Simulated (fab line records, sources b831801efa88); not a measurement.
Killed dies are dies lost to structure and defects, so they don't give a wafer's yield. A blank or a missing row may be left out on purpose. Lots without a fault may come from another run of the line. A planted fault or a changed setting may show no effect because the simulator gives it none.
A struck lot beside a sound one | flow sfq_line | 24 steps out of a route of 325
Sound: wafers L340.1, L340.2, L340.5. Struck: wafers L358.1, L358.4, L358.6. The cause comes at the end.
At each step with rows: each side's tool, then ch and its chambers, then its first start. Under that, the readings that differ: sound wafers | struck wafers | difference of the means | sigmas: that difference in standard deviations of wafers without a fault.
alike: readings whose means differ by less than 2 such deviations, and words and numbers that are the same on both sides. not compared: withheld readings, readings that some wafer has no value for, bounds like >300 that may hide the same value, and numbers for which the record gives no deviation and whose values overlap.
The two part at a step that has a row with sigmas, a row that says differs or no value, or rows on one side only. Numbers that don't overlap but have no deviation are shown without sigmas and don't part them. A reading that every wafer of one side lacks parts them only if that side has two wafers or more.

first, 4 steps without rows for these wafers: SFQ_TRILAYER_I3_VIA_LITHO_COAT_090 (resist thk 62 nm); SFQ_TRILAYER_I3_VIA_LITHO_COAT_085 (resist thk 646.2 nm); SFQ_TRILAYER_I3_VIA_LITHO_SOFTBAKE_089; SFQ_TRILAYER_I3_VIA_LITHO_EXPOSE_086 (exposes mask I3, target cd 500 nm).
SFQ_TRILAYER_I3_VIA_LITHO_PEB_088: peb time 62.31 s.
  sound on litho_track-01 ch 0, day 46 07:05; struck on litho_track-01 ch 0, day 52 17:55
  alike: plate_sensor_t_centre_C, plate_sensor_t_edge_C
then, 1 step without rows for these wafers: SFQ_TRILAYER_I3_VIA_LITHO_DEVELOP_087 (time 60 s).
SFQ_I3_OVL_MEAS_923:
  sound on overlay-01, day 46 07:23; struck on overlay-02, day 52 18:13
  alike: I3_OVL
SFQ_TRILAYER_I3_VIA_BARC_OPEN_VIA_ETCH_121: etches BARC in O2, target depth 125 nm, time 41.7 s.
  sound on rie_diel-01 ch 0,1,3, day 46 07:25; struck on rie_diel-03 ch 2,3, day 52 18:15
  alike: drypump_motor_current_A, oes_product_au, rf_fwd_power_W
  not compared: rf_hours_counter_h
SFQ_TRILAYER_I3_VIA_ETCH_VIA_ETCH_088: etches SiO2 in CHF3, stops on Nb, target depth 260 nm.
  sound on rie_diel-01 ch 0,1,3, day 46 07:28; struck on rie_diel-03 ch 2,3, day 52 18:17
  alike: drypump_motor_current_A, oes_product_au, rf_fwd_power_W
then, 3 steps without rows for these wafers: SFQ_TRILAYER_I3_VIA_STRIP_STRIP_089 (strips in O2); SFQ_TRILAYER_I3_VIA_STRIP_SOLV_CLEAN_090 (cleans in NMP, time 600 s); SFQ_TRILAYER_M4_DEP_PRE_CLEAN_092 (time 22.5 s).
SFQ_TRILAYER_M4_DEP_SPUTTER_091: material Nb, target thk 200 nm, time 133.3 s.
  sound on pvd_sputter-03, day 46 08:23; struck on pvd_sputter-05, day 52 19:29
  alike: throttle_valve_pct
SFQ_M4_RS_MEAS_924: measures by four-point-probe.
  sound on film_metro-03, day 46 08:28; struck on film_metro-03, day 52 19:34
  reading           | sound             | struck            | difference | sigmas
  M4_NB_RS (ohm/sq) | 0.886 0.896 0.886 | 0.437 0.438 0.439 | -0.451     | -54
then, 6 steps without rows for these wafers: SFQ_TRILAYER_M4_LITHO_COAT_098 (resist thk 62 nm); SFQ_TRILAYER_M4_LITHO_COAT_093 (resist thk 600 nm); SFQ_TRILAYER_M4_LITHO_SOFTBAKE_097; SFQ_TRILAYER_M4_LITHO_EXPOSE_094 (exposes mask M4, target cd 500 nm); SFQ_TRILAYER_M4_LITHO_PEB_096 (peb time 60 s); SFQ_TRILAYER_M4_LITHO_DEVELOP_095 (time 60 s).
SFQ_M4_OVL_MEAS_926:
  sound on overlay-02, day 46 10:54; struck on overlay-01, day 52 22:02
  alike: M4_OVL
SFQ_TRILAYER_M4_BARC_OPEN_METAL_ETCH_123: etches BARC in O2, target depth 125 nm, time 41.7 s.
  sound on rie_metal-04 ch 0,1, day 46 10:56; struck on rie_metal-02 ch 0,1, day 52 22:05
  alike: drypump_motor_current_A, oes_product_au, rf_fwd_power_W
  not compared: rf_hours_counter_h
SFQ_TRILAYER_M4_ETCH_METAL_ETCH_096: etches Nb in Cl2/Ar, stops on SiO2, target depth 240 nm, time 120 s.
  sound on rie_metal-04 ch 0,1, day 46 10:59; struck on rie_metal-02 ch 0,1, day 52 22:08
  reading                        | sound             | struck            | difference | sigmas
  oes_product_au (a.u.)          | 0.888 0.882 0.901 | 1.012 1.009 1.003 | +0.118     | +19
  model.etch.depth_nm (nm)       | 200.6 198.1 200.6 | 241.5 241 241.8   | +41.7      |
  model.M4.feature_depth_nm (nm) | 200.6 198.1 200.6 | 241.5 241 241.8   | +41.7      |
  alike: drypump_motor_current_A, rf_fwd_power_W
  not compared: rf_hours_counter_h
SFQ_TRILAYER_M4_STRIP_STRIP_097: strips in O2.
  sound on rie_metal-04 ch 0,1, day 46 11:07; struck on rie_metal-02 ch 0,1, day 52 22:16
  alike: drypump_motor_current_A, oes_product_au
  not compared: rf_hours_counter_h

WHERE THEY PART
First at SFQ_M4_RS_MEAS_924; last, within this record, at SFQ_TRILAYER_M4_ETCH_METAL_ETCH_096. Later steps at which nothing parts them and some readings are alike: SFQ_TRILAYER_M4_STRIP_STRIP_097.

WHY: what the simulator had put in
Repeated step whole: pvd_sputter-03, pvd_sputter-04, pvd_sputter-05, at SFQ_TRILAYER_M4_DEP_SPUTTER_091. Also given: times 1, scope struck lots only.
